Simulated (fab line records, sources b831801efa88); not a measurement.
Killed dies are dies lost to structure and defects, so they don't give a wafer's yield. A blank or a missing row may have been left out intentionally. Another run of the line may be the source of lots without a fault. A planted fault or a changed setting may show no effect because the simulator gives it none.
fab line records ; flow sky130
[record] lots = 6; wafers = 18; last-day = 49
route steps=708 shown METAL4@633 VIA4@639 PAD_OPEN@708
lots untouched by any fault: they come from a run of this same line in which no faults occurred
start-h: hours from the record's first day to the start of the lot's first wafer shown ; wait-h: how many hours have passed since the lot's step before this one ; " as in the row above ; L1.1+2: a row that stands for several wafers ; - no value, or no start was given ; * or withheld: withheld ; < > ~ a bound
route shown NAME@n: NAME is a module with steps in the file, n the number in the route of the first one ; usual: average and standard deviation across the fault-free wafers ; same: alike in all rows ; chamber/n: place in a boat ; sites: each site's reading ; _std_site: the standard deviation of these ; _edge_site: inner sites' mean taken away from outer sites' mean ; radius-mm: how far each site lies from the wafer's centre ; mask NAME#n: copy n ; behind: the last tool/chamber to shape the wafer ; hold: why the lot was held/for how many hours/how that ended ; device: the n, p or np transistor that did not switch ; end of line: the same wafers' tests at the end of the route ; for a step that has no rows: nothing shown but its recipe ; killed: count of dies lost to structure and defects at first sort (not the wafer's yield) ; map: shows each die of a wafer: x if killed, . if not, _ if none is there
set.NAME: setting as actually run; set.NAME@STEP: the setting as run at that earlier step ; model.NAME: the simulator's own value behind a step, which no gauge read
lots seen at some steps along the route; tables by step, rows by wafer
services: a tool's chamber out of use, with start hour (start-h, from the record's first day; less than 0 if before it), hours out, and reason
[[steps]]
[step SKY_METAL4_ETCH_17]
[recipe] target = SiO2; stop-on = TiN; chemistry = C4F8/O2/Ar; source-w = 1500; bias-w = 1200; pressure-mtorr = 40; c4f8-flow-sccm = withheld; O2_flow_sccm = 6; Ar_flow_sccm = 300; time-s = 3.9; target-depth-a = 150
[usual] oes-product-au = 0.755/0.0076
lot.wafer;tool;chamber;start-h;wait-h;oes-product-au
L223.4;rie-diel-03;2;992.47;0.0;0.753
L223.5;rie-diel-03;0;992.47;0.0;0.755
L223.6;rie-diel-03;3;992.47;0.0;0.761
L228.3;rie-diel-01;1;1021.70;0.0;0.763
L228.4;rie-diel-01;2;1021.70;0.0;0.776
L228.5;rie-diel-01;3;1021.70;0.0;0.763
L234.1;rie-diel-02;0;1056.62;0.2;0.749
L234.2;rie-diel-02;3;1056.62;0.2;0.744
L234.6;rie-diel-02;1;1056.62;0.2;0.748
L235.1;rie-diel-03;0;1062.06;0.1;0.750
L235.2;rie-diel-03;3;1062.06;0.1;0.748
L235.6;rie-diel-03;2;1062.06;0.1;0.763
L241.3;rie-diel-03;3;1096.59;0.0;0.744
L241.5;rie-diel-03;1;1096.59;0.0;0.750
L241.6;rie-diel-03;0;1096.59;0.0;0.750
L243.3;rie-diel-03;3;1108.11;0.0;0.758
L243.4;rie-diel-03;0;1108.11;0.0;0.758
L243.6;rie-diel-03;3;1108.11;0.0;0.760
[step SKY_METAL4_METAL_ETCH_18]
[recipe] target-depth-a = 8450; stop-on = SiO2; over-etch-frac = 0.3; time-s = 183.1; chemistry = Cl2/BCl3; resist-sidewall-deg = 88; pressure-mtorr = 10; icp-w = 900; bias-w = 48.5; Cl2_flow_sccm = 60; bcl3-flow-sccm = 30
[usual] drypump-motor-current-A = 5.9/0.5; mfc-cl2-sccm = 60.01/0.17; oes-product-au = 0.864/0.0049; throttle-valve-pct = 22.265/0.0097
lot.wafer;tool;chamber;start-h;wait-h;drypump-motor-current-A;mfc-cl2-sccm;oes-product-au;rf-hours-counter-h;throttle-valve-pct
L223.4;rie-metal-03;0;992.54;0.1;6.4;59.87;0.863;-;22.249
L223.5;rie-metal-03;1;992.54;0.1;5.1;59.89;0.860;-;22.264
L223.6;rie-metal-03;0;992.54;0.1;6.4;60.10;0.865;-;22.251
L228.3;rie-metal-03;1;1021.78;0.1;5.1;60.16;0.865;-;22.265
L228.4;rie-metal-03;0;1021.78;0.1;6.5;59.74;0.864;-;22.259
L228.5;rie-metal-03;1;1021.78;0.1;5.1;59.85;0.864;-;22.280
L234.1;rie-metal-01;1;1056.64;0.0;6.1;59.66;0.862;19;22.253
L234.2;rie-metal-01;0;1056.64;0.0;5.9;60.01;0.868;13;22.259
L234.6;rie-metal-01;0;1056.64;0.0;5.9;60.17;0.864;-;22.267
L235.1;rie-metal-01;1;1062.08;0.0;6.2;60.23;0.861;19;22.254
L235.2;rie-metal-01;0;1062.08;0.0;5.9;59.88;0.856;13;22.264
L235.6;rie-metal-01;0;1062.08;0.0;5.9;60.10;0.868;-;22.267
L241.3;rie-metal-01;1;1096.67;0.1;6.1;60.09;0.861;-;22.261
L241.5;rie-metal-01;0;1096.67;0.1;6.0;60.20;0.862;-;22.286
L241.6;rie-metal-01;1;1096.67;0.1;6.2;59.92;0.864;-;22.285
L243.3;rie-metal-01;1;1108.19;0.1;6.2;60.06;0.860;-;22.259
L243.4;rie-metal-01;0;1108.19;0.1;5.9;60.09;0.864;-;22.268
L243.6;rie-metal-01;0;1108.19;0.1;5.9;59.88;0.872;-;22.260
[step SKY_METAL4_STRIP_19]
[recipe] chemistry = O2/N2; power-w = 1400; pressure-mtorr = 1500; platen-temp-c = withheld; o2-flow-sccm = 3000; n2-flow-sccm = 300; overash-fraction = 0.5
[usual] drypump-motor-current-A = 5.7/0.49; oes-product-au = 0.505/0.0059; strip-time-to-endpoint-s = 6.59/0.091
lot.wafer;tool;chamber;start-h;wait-h;drypump-motor-current-A;oes-product-au;rf-hours-counter-h;strip-time-to-endpoint-s
L223.4;plasma-asher-03;1;992.69;0.1;5.6;0.505;-;6.64
L223.5;plasma-asher-03;1;992.69;0.1;5.6;0.501;-;6.47
L223.6;plasma-asher-03;0;992.69;0.1;6.2;0.513;-;6.65
L228.3;plasma-asher-02;0;1021.93;0.1;6.6;0.506;-;6.68
L228.4;plasma-asher-02;1;1021.93;0.1;5.7;0.512;-;6.72
L228.5;plasma-asher-02;1;1021.93;0.1;5.7;0.514;-;6.63
L234.1;plasma-asher-01;0;1056.82;0.1;5.8;0.499;67;6.53
L234.2;plasma-asher-01;1;1056.82;0.1;4.9;0.514;67;6.74
L234.6;plasma-asher-01;0;1056.82;0.1;5.8;0.509;-;6.75
L235.1;plasma-asher-03;0;1062.25;0.1;6.2;0.494;32;6.56
L235.2;plasma-asher-03;1;1062.25;0.1;5.6;0.513;32;6.77
L235.6;plasma-asher-03;0;1062.25;0.1;6.2;0.516;-;6.77
L241.3;plasma-asher-03;1;1096.82;0.1;5.6;0.499;-;6.41
L241.5;plasma-asher-03;0;1096.82;0.1;6.2;0.501;-;6.58
L241.6;plasma-asher-03;1;1096.82;0.1;5.6;0.501;-;6.39
L243.3;plasma-asher-01;0;1108.34;0.1;5.8;0.500;-;6.42
L243.4;plasma-asher-01;1;1108.34;0.1;4.9;0.504;-;6.58
L243.6;plasma-asher-01;0;1108.34;0.1;5.8;0.509;-;6.49
[step SKY_METAL4_STRIP_20]
[recipe] chemistry = post-etch-residue-remover; time-s = 1200; temp-c = 72.5
[step SKY_METAL4_CLEAN_21]
[recipe] chemistry = IPA; time-s = 180; temp-c = 25
[step SKY_METAL4_CLEAN_22]
[recipe] chemistry = O3/DIW; dry = n2-spin
[step SKY_VIA4_HDPCVD_00]
[recipe] material = SiO2; target-thk-nm = 1750; sigma-open-frac = 0.3; time-s = 291.7; temp-c = 400; sih4-flow-sccm = 60; pressure-mtorr = 6
[step SKY_VIA4_THK_MEAS_01]
[recipe] reads = SiO2_of_VIA4_HDPCVD_00
[usual] VIA4_HDPCVD_THK = 1741/20
lot.wafer;tool;chamber;start-h;wait-h;VIA4_HDPCVD_THK[nm]
L223.4;film-metro-02;-;993.46;0.0;1775
L223.5;film-metro-02;-;993.46;0.0;1744
L223.6;film-metro-02;-;993.46;0.0;1755
L228.3;film-metro-03;-;1022.81;0.1;1753
L228.4;film-metro-03;-;1022.81;0.1;1757
L228.5;film-metro-03;-;1022.81;0.1;1746
L234.1;film-metro-02;-;1057.59;0.1;1732
L234.2;film-metro-02;-;1057.59;0.1;1774
L234.6;film-metro-02;-;1057.59;0.1;1719
L235.1;film-metro-02;-;1063.02;0.1;1704
L235.2;film-metro-02;-;1063.02;0.1;1729
L235.6;film-metro-02;-;1063.02;0.1;1729
L241.3;film-metro-02;-;1097.59;0.1;1729
L241.5;film-metro-02;-;1097.59;0.1;1730
L241.6;film-metro-02;-;1097.59;0.1;1729
L243.3;film-metro-03;-;1109.09;0.1;1720
L243.4;film-metro-03;-;1109.09;0.1;1723
L243.6;film-metro-03;-;1109.09;0.1;1721
[step SKY_VIA4_CMP_02]
[recipe] material = SiO2; down-force-psi = 4; platen-rpm = 60; pad-velocity-m-s = 0.94248
[usual] edge-zone-pressure-frac = 1.000/0.0058; motor-current-A = 12.0/1.4; platen-rpm = 60.00/0.036
lot.wafer;tool;chamber;start-h;wait-h;edge-zone-pressure-frac;motor-current-A;platen-rpm
L223.4;cmp-02;3;993.54;0.1;1.007;12.2;59.98
L223.5;cmp-02;2;993.54;0.1;0.997;10.6;59.99
L223.6;cmp-02;3;993.54;0.1;1.001;12.5;60.08
L228.4;cmp-01;0;1022.85;0.0;0.997;10.1;59.93
L228.3;cmp-01;2;1022.85;0.0;1.004;12.1;60.01
L228.5;cmp-01;1;1022.85;0.0;1.008;13.5;59.96
L234.1;cmp-02;2;1057.70;0.1;0.996;10.6;60.01
L234.2;cmp-02;0;1057.70;0.1;1.003;10.6;60.02
L234.6;cmp-02;1;1057.70;0.1;0.994;11.9;60.02
L235.1;cmp-01;2;1063.18;0.1;1.013;12.8;60.04
L235.2;cmp-01;3;1063.18;0.1;0.993;13.9;59.99
L235.6;cmp-01;1;1063.18;0.1;1.004;14.7;60.05
L241.3;cmp-01;2;1097.63;0.0;1.006;12.0;60.06
L241.6;cmp-01;2;1097.63;0.0;0.989;12.3;59.99
L241.5;cmp-01;3;1097.63;0.0;1.002;13.4;60.02
L243.3;cmp-02;1;1109.23;0.1;1.003;11.1;59.98
L243.4;cmp-02;2;1109.23;0.1;0.996;10.8;59.97
L243.6;cmp-02;3;1109.23;0.1;1.003;13.0;59.97
[step SKY_VIA4_BOW_MEAS_03]
[recipe] mode = bow
[usual] VIA4_BOW = 79/8.4
lot.wafer;tool;chamber;start-h;wait-h;VIA4_BOW[um]
L223.4;film-metro-02;-;993.85;0.3;87
L223.5;film-metro-02;-;993.85;0.3;86
L223.6;film-metro-02;-;993.85;0.3;82
L228.3;film-metro-04;-;1023.19;0.2;89
L228.4;film-metro-04;-;1023.19;0.2;84
L228.5;film-metro-04;-;1023.19;0.2;78
L234.1;film-metro-02;-;1057.95;0.2;69
L234.2;film-metro-02;-;1057.95;0.2;86
L234.6;film-metro-02;-;1057.95;0.2;66
L235.1;film-metro-04;-;1063.38;0.1;77
L235.2;film-metro-04;-;1063.38;0.1;68
L235.6;film-metro-04;-;1063.38;0.1;69
L241.3;film-metro-04;-;1097.97;0.3;80
L241.5;film-metro-04;-;1097.97;0.3;77
L241.6;film-metro-04;-;1097.97;0.3;74
L243.3;film-metro-04;-;1109.47;0.2;82
L243.4;film-metro-04;-;1109.47;0.2;88
L243.6;film-metro-04;-;1109.47;0.2;88
[step SKY_VIA4_DEHYDRATE_04]
[recipe] temp-c = 200; time-s = 60
[step SKY_VIA4_HMDS_05]
[recipe] prime-time-s = 60; prime-temp-c = 120
[step SKY_VIA4_COAT_06]
[recipe] resist = NOVOLAK; spin-rpm = 3000; resist-thk-nm = 1140
[usual] resist-line-temp-C = 22.99/0.11
lot.wafer;tool;chamber;start-h;wait-h;resist-line-temp-C;model.NOVOLAK_of_VIA4_COAT_06.thk-nm
L223.4;litho-track-01;0;1005.10;0.1;23.05;1139
L223.5;litho-track-01;0;1005.10;0.1;23.00;1139
L223.6;litho-track-01;0;1005.10;0.1;23.24;1140
L228.3;litho-track-02;0;1034.91;0.1;23.07;1141
L228.4;litho-track-02;0;1034.91;0.1;23.00;1141
L228.5;litho-track-02;0;1034.91;0.1;22.99;1136
L234.1;litho-track-01;0;1068.02;0.1;23.05;935.1
L234.2;litho-track-01;0;1068.02;0.1;22.92;1145
L234.6;litho-track-01;0;1068.02;0.1;23.05;1140
L235.1;litho-track-01;0;1073.82;0.1;22.90;933.4
L235.2;litho-track-01;0;1073.82;0.1;22.83;1141
L235.6;litho-track-01;0;1073.82;0.1;22.81;1140
L241.3;litho-track-03;0;1108.35;0.1;23.00;1143
L241.5;litho-track-03;0;1108.35;0.1;23.00;1146
L241.6;litho-track-03;0;1108.35;0.1;22.87;1142
L243.3;litho-track-03;0;1118.90;0.1;23.16;1142
L243.4;litho-track-03;0;1118.90;0.1;22.95;1139
L243.6;litho-track-03;0;1118.90;0.1;23.14;1140
[step SKY_VIA4_SOFTBAKE_07]
[recipe] temp-c = 90; time-s = 60; resist = NOVOLAK
[step SKY_VIA4_EXPOSE_08]
[recipe] mask-id = VIM4; na = 0.6; source-shape = conventional; sigma-outer = 0.6; polarization = unpolarized; target-cd-nm = 800; dose-mj = 132
[step SKY_VIA4_PEB_09]
[recipe] temp-c = withheld; time-s = *; resist = NOVOLAK
[step SKY_VIA4_DEVELOP_10]
[recipe] resist = NOVOLAK; developer = TMAH; develop-time-s = 60; dev-temp-c = 23
[step SKY_VIA4_OVL_MEAS_11]
[usual] VIA4_OVL = -0.1/1.4
lot.wafer;tool;chamber;start-h;wait-h;VIA4_OVL[nm]
L223.4;overlay-01;-;1016.78;0.1;1.2
L223.5;overlay-01;-;1016.78;0.1;0.3
L223.6;overlay-01;-;1016.78;0.1;0.8
L228.3;overlay-02;-;1045.91;0.1;1.5
L228.4;overlay-02;-;1045.91;0.1;1.9
L228.5;overlay-02;-;1045.91;0.1;-0.5
L234.1;overlay-02;-;1078.46;0.1;0.0
L234.2;overlay-02;-;1078.46;0.1;1.2
L234.6;overlay-02;-;1078.46;0.1;-0.7
L235.1;overlay-02;-;1084.22;0.1;-0.3
L235.2;overlay-02;-;1084.22;0.1;-0.7
L235.6;overlay-02;-;1084.22;0.1;-0.9
L241.3;overlay-01;-;1118.13;0.1;-0.1
L241.5;overlay-01;-;1118.13;0.1;-0.5
L241.6;overlay-01;-;1118.13;0.1;-0.6
L243.3;overlay-02;-;1128.78;0.1;-0.3
L243.4;overlay-02;-;1128.78;0.1;-2.5
L243.6;overlay-02;-;1128.78;0.1;-1.4
[step SKY_VIA4_ETCH_12]
[recipe] target = SiO2; chemistry = C4F8/O2/Ar; stop-on = TiN; mask-material = NOVOLAK; source-w = 1500; bias-w = 1200; pressure-mtorr = 40; c4f8-flow-sccm = withheld; O2_flow_sccm = 6; Ar_flow_sccm = 300; time-s = withheld; target-depth-a = 5800
[usual] oes-product-au = 0.925/0.0051
lot.wafer;tool;chamber;start-h;wait-h;oes-product-au;model.NOVOLAK_of_VIA4_COAT_06.thk-nm;model.VIA4.cd-nm
L223.4;rie-diel-02;1;1016.83;0.0;0.929;1008;794.3
L223.5;rie-diel-02;3;1016.83;0.0;0.920;1004;798
L223.6;rie-diel-02;2;1016.83;0.0;0.922;1007;796.6
L228.3;rie-diel-03;0;1045.93;0.0;0.932;1012;800.1
L228.4;rie-diel-03;3;1045.93;0.0;0.924;1009;802.1
L228.5;rie-diel-03;2;1045.93;0.0;0.925;1007;800.6
L234.1;rie-diel-04;3;1078.49;0.0;0.927;807.1;819.7
L234.2;rie-diel-04;1;1078.49;0.0;0.924;1014;797.3
L234.6;rie-diel-04;3;1078.49;0.0;0.921;1013;798.1
L235.1;rie-diel-02;2;1084.26;0.0;0.931;801;815.9
L235.2;rie-diel-02;1;1084.26;0.0;0.922;1012;796.8
L235.6;rie-diel-02;1;1084.26;0.0;0.928;1011;797
L241.3;rie-diel-04;1;1118.16;0.0;0.925;1012;797.4
L241.5;rie-diel-04;3;1118.16;0.0;0.924;1017;797.8
L241.6;rie-diel-04;2;1118.16;0.0;0.925;1012;796.9
L243.3;rie-diel-02;2;1128.81;0.0;0.924;1010;796.9
L243.4;rie-diel-02;3;1128.81;0.0;0.924;1006;799.7
L243.6;rie-diel-02;0;1128.81;0.0;0.931;1006;799
[step SKY_VIA4_STRIP_13]
[recipe] chemistry = O2/N2; power-w = 1400; pressure-mtorr = 1500; platen-temp-c = withheld; o2-flow-sccm = 3000; n2-flow-sccm = 300; overash-fraction = 0.5
[usual] drypump-motor-current-A = 5.8/0.5; oes-product-au = 0.709/0.0049; strip-time-to-endpoint-s = 12.813/0.029
lot.wafer;tool;chamber;start-h;wait-h;drypump-motor-current-A;oes-product-au;rf-hours-counter-h;strip-time-to-endpoint-s
L223.4;plasma-asher-02;1;1016.90;-;5.7;0.706;-;12.755
L223.5;plasma-asher-02;1;1016.90;-;5.7;0.711;-;12.795
L223.6;plasma-asher-02;0;1016.90;-;6.6;0.702;-;12.823
L228.3;plasma-asher-03;0;1046.04;-;6.2;0.708;-;12.827
L228.4;plasma-asher-03;1;1046.04;-;5.6;0.707;-;12.793
L228.5;plasma-asher-03;1;1046.04;-;5.6;0.711;-;12.834
L234.1;plasma-asher-03;0;1078.57;-;6.2;0.658;34;10.492
L234.2;plasma-asher-03;1;1078.57;-;5.6;0.704;34;12.835
L234.6;plasma-asher-03;0;1078.57;-;6.2;0.705;-;12.837
L235.1;plasma-asher-03;0;1084.33;-;6.2;0.654;34;10.409
L235.2;plasma-asher-03;1;1084.33;-;5.6;0.709;34;12.818
L235.6;plasma-asher-03;0;1084.33;-;6.2;0.707;-;12.786
L241.3;plasma-asher-03;0;1118.26;-;6.2;0.706;-;12.801
L241.5;plasma-asher-03;1;1118.26;-;5.6;0.700;-;12.869
L241.6;plasma-asher-03;0;1118.26;-;6.2;0.712;-;12.816
L243.3;plasma-asher-02;0;1128.91;-;6.7;0.716;-;12.794
L243.4;plasma-asher-02;1;1128.91;-;5.7;0.713;-;12.812
L243.6;plasma-asher-02;1;1128.91;-;5.7;0.713;-;12.807
[step SKY_VIA4_STRIP_14]
[recipe] chemistry = post-etch-residue-remover; time-s = 1200; temp-c = 72.5
[step SKY_PAD_OPEN_PROBE_99]
[usual] defect-limited-yield = 82.3/1.9; killed_at_M0_to_M3 = 44/6.5; killed_at_M4_up = 3.3/1.9; killed-at-contacts = 24/5.3; killed-at-front-end = 15/4.5; killed-at-other = 0.3/0.58; killed-dies = 87/9.3; killed-open = 48/6.6; killed-short = 39/6.1; sort_bin_3_pad_short = 0.9/0.46; sort_bin_5_function = 10.5/1.6; sort_bin_6_memory = 6.3/1.1; sort-n-pass = 405/9.3; sort-yield-pct = 82.3/1.9
[same] gross-dies = 492; killed-at-back-side = 0; sort_bin_4_leakage[%] = 0; sort_bin_8_speed[%] = 0
lot.wafer;tool;chamber;start-h;wait-h;defect-limited-yield[%];killed_at_M0_to_M3;killed_at_M4_up;killed-at-contacts;killed-at-front-end;killed-at-other;killed-dies;killed-open;killed-short;sort_bin_3_pad_short[%];sort_bin_5_function[%];sort_bin_6_memory[%];sort-n-pass;sort-yield-pct[%];model.etest.via4-chain.rc-ohm
L223.4;prober-02;-;1086.12;0.2;78.5;49;3;34;20;0;106;60;46;0.8;11.0;9.8;386;78.5;0.801
L223.5;prober-02;-;1086.17;0.2;82.9;35;3;31;14;1;84;40;44;0.6;10.0;6.5;408;82.9;0.7883
L223.6;prober-02;-;1086.22;0.2;80.9;49;3;24;18;0;94;52;42;1.2;11.2;6.7;398;80.9;0.754
L228.3;prober-02;-;1114.58;0.2;83.1;43;4;26;10;0;83;40;43;1.6;9.8;5.5;409;83.1;0.7536
L228.4;prober-02;-;1114.63;0.2;82.9;49;0;17;16;2;84;41;43;0.6;10.2;6.3;408;82.9;0.8174
L228.5;prober-02;-;1114.68;0.2;82.1;52;1;16;17;2;88;49;39;0.8;10.2;6.9;404;82.1;0.7731
L234.1;prober-01;-;1143.99;0.1;84.8;37;2;21;15;0;75;42;33;0.8;8.1;6.3;417;84.8;0.788
L234.2;prober-01;-;1144.04;0.1;80.3;58;6;23;10;0;97;56;41;0.8;12.8;6.1;395;80.3;0.8118
L234.6;prober-01;-;1144.24;0.2;81.3;39;4;31;18;0;92;51;41;0.4;12.2;6.1;400;81.3;0.7823
L235.1;prober-02;-;1148.68;0.1;80.3;44;2;25;26;0;97;49;48;1.6;11.0;7.1;395;80.3;0.7818
L235.2;prober-02;-;1148.73;0.1;80.9;43;5;21;24;1;94;53;41;1.4;10.4;7.3;398;80.9;0.8276
L235.6;prober-02;-;1148.93;0.2;83.3;39;2;27;13;1;82;43;39;1.4;10.6;4.7;410;83.3;0.8097
L241.3;prober-02;-;1177.85;0.2;81.3;41;4;36;11;0;92;44;48;0.6;10.8;7.3;400;81.3;0.8077
L241.5;prober-02;-;1177.95;0.2;82.3;36;3;24;21;3;87;49;38;0.4;10.2;7.1;405;82.3;0.8193
L241.6;prober-02;-;1178.00;0.2;81.9;47;5;27;9;1;89;48;41;1.6;11.4;5.1;403;81.9;0.8193
L243.3;prober-01;-;1187.40;0.2;78.9;51;2;38;12;1;104;61;43;1.0;11.6;8.5;388;78.9;0.8316
L243.4;prober-01;-;1187.45;0.2;83.7;35;4;27;13;1;80;40;40;1.0;8.3;6.9;412;83.7;0.7865
L243.6;prober-01;-;1187.55;0.2;85.4;30;4;26;12;0;72;34;38;1.0;7.9;5.7;420;85.4;0.8033
// killed by level:class
L223.4 LI_CONTACT:geometric-particle:open=14 VIA2:geometric-particle:open=8 VIA3:geometric-particle:open=7 CONTACT:geometric-particle:short=7 VIA1:geometric-particle:open=7 POLY_GATE:geometric-particle:short=6 METAL2:geometric-particle:open=5 CONTACT:geometric-particle:open=5
L223.5 CONTACT:geometric-particle:open=11 VIA1:geometric-particle:open=9 LOCAL_INTERCONNECT:geometric-particle:short=7 METAL2:geometric-particle:short=7 VIA2:geometric-particle:open=7 CONTACT:geometric-particle:short=5 POLY_GATE:geometric-particle:short=4 FIELD_ISO:geometric-particle:open=3
L223.6 CONTACT:geometric-particle:open=10 VIA1:geometric-particle:short=8 VIA1:geometric-particle:open=8 VIA2:geometric-particle:open=7 METAL2:geometric-particle:short=6 FIELD_ISO:geometric-particle:open=5 LOCAL_INTERCONNECT:geometric-particle:short=5 FIELD_ISO:geometric-particle:short=5
L228.3 CONTACT:geometric-particle:open=10 VIA1:geometric-particle:open=7 VIA2:geometric-particle:open=7 METAL1:geometric-particle:short=6 VIA1:geometric-particle:short=6 LI_CONTACT:geometric-particle:short=4 LI_CONTACT:geometric-particle:open=4 LOCAL_INTERCONNECT:geometric-particle:short=4
L228.4 VIA1:geometric-particle:open=11 VIA1:geometric-particle:short=10 METAL1:geometric-particle:short=7 VIA2:geometric-particle:open=7 FIELD_ISO:geometric-particle:short=6 LOCAL_INTERCONNECT:geometric-particle:short=6 CONTACT:geometric-particle:open=6 POLY_GATE:geometric-particle:open=4
L228.5 VIA1:geometric-particle:open=14 VIA2:geometric-particle:open=10 VIA1:geometric-particle:short=6 VIA3:geometric-particle:short=6 LI_CONTACT:geometric-particle:open=5 VIA3:geometric-particle:open=5 FIELD_ISO:geometric-particle:short=4 POLY_GATE:geometric-particle:short=3
L234.1 VIA2:geometric-particle:open=10 LI_CONTACT:geometric-particle:open=6 CONTACT:geometric-particle:open=6 CONTACT:geometric-particle:short=6 VIA3:geometric-particle:open=6 METAL2:geometric-particle:short=5 FIELD_ISO:geometric-particle:short=4 VIA1:geometric-particle:open=4
L234.2 VIA1:geometric-particle:open=15 VIA2:geometric-particle:open=10 VIA3:geometric-particle:open=9 CONTACT:geometric-particle:open=9 METAL2:geometric-particle:short=7 LI_CONTACT:geometric-particle:open=5 CONTACT:geometric-particle:short=5 METAL3:geometric-particle:short=5
L234.6 VIA1:geometric-particle:open=14 LI_CONTACT:geometric-particle:open=10 CONTACT:geometric-particle:open=8 METAL2:geometric-particle:short=6 FIELD_ISO:geometric-particle:short=5 LOCAL_INTERCONNECT:geometric-particle:short=5 SPACER:geometric-particle:short=4 VIA2:geometric-particle:open=4
L235.1 CONTACT:geometric-particle:open=10 LI_CONTACT:geometric-particle:open=9 METAL2:geometric-particle:short=9 VIA1:geometric-particle:open=8 VIA1:geometric-particle:short=8 FIELD_ISO:geometric-particle:short=7 POLY_GATE:geometric-particle:short=7 VIA2:geometric-particle:open=6
L235.2 VIA1:geometric-particle:open=12 VIA3:geometric-particle:open=9 METAL1:geometric-particle:short=8 CONTACT:geometric-particle:open=7 POLY_GATE:geometric-particle:short=7 LI_CONTACT:geometric-particle:open=7 CONTACT:geometric-particle:short=7 FIELD_ISO:geometric-particle:open=4
L235.6 VIA1:geometric-particle:open=14 CONTACT:geometric-particle:open=8 FIELD_ISO:geometric-particle:short=7 VIA2:geometric-particle:open=7 LI_CONTACT:geometric-particle:open=6 CONTACT:geometric-particle:short=6 VIA1:geometric-particle:short=4 POLY_GATE:geometric-particle:short=3
L241.3 LOCAL_INTERCONNECT:geometric-particle:short=13 VIA3:geometric-particle:open=8 LI_CONTACT:geometric-particle:open=7 CONTACT:geometric-particle:open=7 CONTACT:geometric-particle:short=6 VIA2:geometric-particle:open=5 VIA1:geometric-particle:open=5 VIA1:geometric-particle:short=5
L241.5 POLY_GATE:geometric-particle:short=9 LI_CONTACT:geometric-particle:open=9 VIA1:geometric-particle:open=8 CONTACT:geometric-particle:open=8 VIA1:geometric-particle:short=6 VIA2:geometric-particle:open=6 FIELD_ISO:geometric-particle:open=5 METAL2:geometric-particle:short=5
L241.6 VIA1:geometric-particle:open=12 CONTACT:geometric-particle:open=11 VIA3:geometric-particle:open=7 METAL1:geometric-particle:short=6 VIA1:geometric-particle:short=6 METAL2:geometric-particle:short=5 METAL4:geometric-particle:short=5 LI_CONTACT:geometric-particle:short=4
L243.3 LI_CONTACT:geometric-particle:open=9 CONTACT:geometric-particle:open=9 VIA1:geometric-particle:open=9 CONTACT:geometric-particle:short=8 VIA3:geometric-particle:open=8 VIA2:geometric-particle:open=7 METAL1:geometric-particle:short=7 METAL2:geometric-particle:short=7
L243.4 VIA1:geometric-particle:open=11 LOCAL_INTERCONNECT:geometric-particle:short=9 METAL2:geometric-particle:short=6 LI_CONTACT:geometric-particle:open=6 CONTACT:geometric-particle:open=6 CONTACT:geometric-particle:short=5 FIELD_ISO:geometric-particle:short=4 METAL1:geometric-particle:short=3
L243.6 LI_CONTACT:geometric-particle:open=9 VIA3:geometric-particle:open=7 CONTACT:geometric-particle:open=7 LOCAL_INTERCONNECT:geometric-particle:short=6 METAL1:geometric-particle:short=6 METAL4:geometric-particle:short=4 VIA1:geometric-particle:open=4 METAL2:geometric-particle:short=4
[[services]]
tool;chamber;start-h;hours;kind
cmp-02;-;973.73;4.0;pm
rie-metal-03;-;974.54;2.8;pm
rie-diel-01;2;977.68;33.4;repair
plasma-asher-01;-;982.33;1.3;repair
rie-diel-02;1;984.12;5.0;repair
plasma-asher-02;-;985.89;5.4;repair
rie-diel-04;-;986.23;0.2;repair
cmp-01;-;989.27;16.3;repair
rie-diel-01;1;992.39;5.0;repair
rie-diel-04;3;1006.74;11.1;repair
rie-diel-02;0;1014.64;6.9;repair
plasma-asher-03;-;1019.86;2.2;repair
cmp-01;-;1027.99;3.7;pm
rie-diel-03;1;1028.00;19.8;repair
rie-diel-02;-;1046.93;2.8;pm
rie-metal-03;-;1059.09;14.6;pm
rie-diel-02;-;1068.50;2.2;repair
plasma-asher-01;-;1076.21;1.9;repair
rie-diel-02;3;1081.41;1.6;repair
cmp-01;-;1084.48;4.0;pm
rie-metal-03;-;1088.16;6.5;repair
rie-metal-01;-;1101.08;2.8;pm
cmp-01;-;1115.86;0.9;repair
cmp-02;-;1123.21;1.1;repair
[[key]]
[first-sign] step = SKY_VIA4_STRIP_13; reading = strip-time-to-endpoint-s; direction = down; sigmas = 80; usual = *; struck = *
[effect] step = SKY_VIA4_STRIP_13; reading = oes-product-au; direction = down; sigmas = 11; usual = 0.709; struck = 0.656
[model-effect] step = SKY_VIA4_COAT_06; value = NOVOLAK_of_VIA4_COAT_06.thk-nm; without = 1142; struck = 934.3
[model-effect] step = SKY_VIA4_ETCH_12; value = NOVOLAK_of_VIA4_COAT_06.thk-nm; without = 1012; struck = 804
[model-effect] step = SKY_PAD_OPEN_PROBE_99; value = etest.via4-chain.rc-ohm; without = 0.8173; struck = 0.7849
met-at SKY_VIA4_COAT_06
struck-wafers L234.1,L235.1
onset-between 1005.10 1068.02
[fault] kind = process-parameter-drift; tool = litho-track-01; chamber = -; onset-h = 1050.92; steps = SKY_VIA4_COAT_06; channel = resist-thk-nm; offset = -207.6; shape = step; end-h = 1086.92; scope = struck-wafers-only; acts-in = these-recipes-only; stated = 1140
